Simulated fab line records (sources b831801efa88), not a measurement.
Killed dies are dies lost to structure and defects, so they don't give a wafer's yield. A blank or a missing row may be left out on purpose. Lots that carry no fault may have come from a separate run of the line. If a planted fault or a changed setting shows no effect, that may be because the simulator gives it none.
A single fault, viewed from 2 desks :: flow gf180mcu :: what lay behind the numbers comes last; until then each desk has only its own

== THE METROLOGY DESK ==
What the gauges read, lot by lot, whatever tool the lot ran on: means of the sampled wafers that have a number. Any lot whose mean is over 4 standard deviations away from the usual mean is out of limits and marked OUT; that distance is given in the brackets.
Columns: A = STI_OXIDATION_THK at GF_STI_THK_MEAS_02, usual 9.96 nm; B = VT_IMPLANT_03_OVL at GF_VT_IMPLANT_OVL_MEAS_40, usual -0.6 nm; C = POLY_GATE_OVL at GF_POLY_GATE_OVL_MEAS_11, usual 0 nm
lot: L271
first seen here: day 1 11:32
A: 9.97
B: -0.1
C: -10

lot: L272
first seen here: day 1 16:32
A: 10.01
B: -1.2
C: 4

lot: L274
first seen here: day 2 02:53
A: 9.93
B: -1.4
C: 1

lot: L275
first seen here: day 2 07:52
A: 10.06
B: 0.5
C: -4

lot: L276
first seen here: day 2 12:31
A: 10.11
B: -0.9
C: -1

lot: L278
first seen here: day 3 04:48
A: 9.97
B: 1.2
C: -1

lot: L280
first seen here: day 3 12:41
A: 10.00
B: -0.8
C: 0

lot: L286
first seen here: day 4 17:01
A: 9.93
B: 0.3
C: 6

lot: L288
first seen here: day 5 00:54
A: 10.12
B: -1.9
C: 3

lot: L291
first seen here: day 5 16:25
A: 10.03
B: -0.5
C: -6

lot: L292
first seen here: day 5 20:40
A: 10.20
B: -0.1
C: 3

lot: L293
first seen here: day 6 02:52
A: 9.87
B: 1.5
C: 2

lot: L294
first seen here: day 6 07:41
A: 10.02
B: -1.7
C: -9
This desk's finding: nothing out of limits on any of the 13 lots.

== TOOL OWNER'S DESK, litho-track-02 ==
The tool's own readings at GF_VT_IMPLANT_COAT_35 (resist thk 1000 nm): means of the sampled wafers that have a number, for each lot that ran on this tool. Any lot whose mean is over 4 standard deviations away from the usual mean is out of limits and marked OUT; that distance is given in the brackets.
Columns: A = dispense-pressure-kPa at GF_VT_IMPLANT_COAT_35, usual 54.6 kPa; B = exhaust-pa at GF_VT_IMPLANT_COAT_35, usual 44.6 Pa
lot: L275
first seen here: day 8 09:13
A: 58.6
B: 43.9

lot: L280
first seen here: day 10 04:49
A: 58.6
B: 45.1

lot: L286
first seen here: day 11 12:05
A: 58.6
B: 43.9
This desk's finding: nothing out of limits on any of the 3 lots.

== TAKEN TOGETHER ==
From the metrology desk's view, nothing was out of limits.
The desk of the tool owner found nothing out of limits.

== WHAT THE SIMULATOR PUT IN ==
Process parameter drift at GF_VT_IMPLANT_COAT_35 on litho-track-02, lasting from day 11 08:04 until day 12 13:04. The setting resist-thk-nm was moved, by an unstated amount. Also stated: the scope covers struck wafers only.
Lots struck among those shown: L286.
